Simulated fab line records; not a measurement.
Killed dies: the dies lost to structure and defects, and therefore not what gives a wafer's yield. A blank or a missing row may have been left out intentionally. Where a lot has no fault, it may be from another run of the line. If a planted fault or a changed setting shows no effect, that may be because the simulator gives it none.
Which tool was responsible?	flow gf180mcu	18 wafers from 6 lots sampled at 3 of the route's 602 steps

## WHAT THE GAUGES READ, wafer by wafer
GF_MIM_THK_MEAS_11: measures by xrf.
lot	measured	on	MIM_ALCU_THK (nm)
L480	day 25 02:23	filmMetro-01	199.0 200.6 198.7
L482	day 25 19:53	filmMetro-01	199.2 198.8 200.6
L485	day 26 17:05	filmMetro-04	201.5 202.3 199.5
L489	day 28 03:27	filmMetro-04	201.4 202.6 200.0
L494	day 29 08:37	filmMetro-04	200.3 201.5 199.9
L497	day 30 09:39	filmMetro-01	199.0 197.1 196.8

## EACH LOT AND THE TOOL THAT RAN IT (in order: tool; ch and the chambers of the sampled wafers; start)
lot	GF_M4_SPUTTER_02	GF_MIM_SPUTTER_09
L480	pvdSputter-04, day 23 02:35	pvdSputter-02, day 25 02:14
L482	pvdSputter-04, day 23 20:16	pvdSputter-02, day 25 19:44
L485	pvdSputter-04, day 24 19:34	pvdSputter-01, day 26 16:56
L489	pvdSputter-04, day 26 06:52	pvdSputter-02, day 28 03:16
L494	pvdSputter-02, day 27 14:09	pvdSputter-04, day 29 08:28
L497	pvdSputter-03, day 28 16:05	pvdSputter-04, day 30 09:29
- GF_M4_SPUTTER_02: material AlCu, target thk 450 nm, time 23.9 s.
- GF_MIM_SPUTTER_09: material TiN, target thk 35 nm, time 29.2 s.

## THE ANSWER, worked out from the rows above alone
Rule: the usual values come from the lots themselves. The widest of any qualifying gaps counts: lots, ordered by their means at a reading, are off when they make up no more than a third of the lots, leave a main group of 4 or more, and stand apart from it by 3 or more times the standard deviation of that group's means. Not used: any main group whose means are identical at the precision the tables above print for the reading. Also off: a lot with no number at a reading for which 4 or more lots have one. All remaining lots with rows at the step are treated as sound.
Across all readings shown, no lot is off: no conclusion can be drawn from this.

## WHAT THE SIMULATOR HAD PUT IN
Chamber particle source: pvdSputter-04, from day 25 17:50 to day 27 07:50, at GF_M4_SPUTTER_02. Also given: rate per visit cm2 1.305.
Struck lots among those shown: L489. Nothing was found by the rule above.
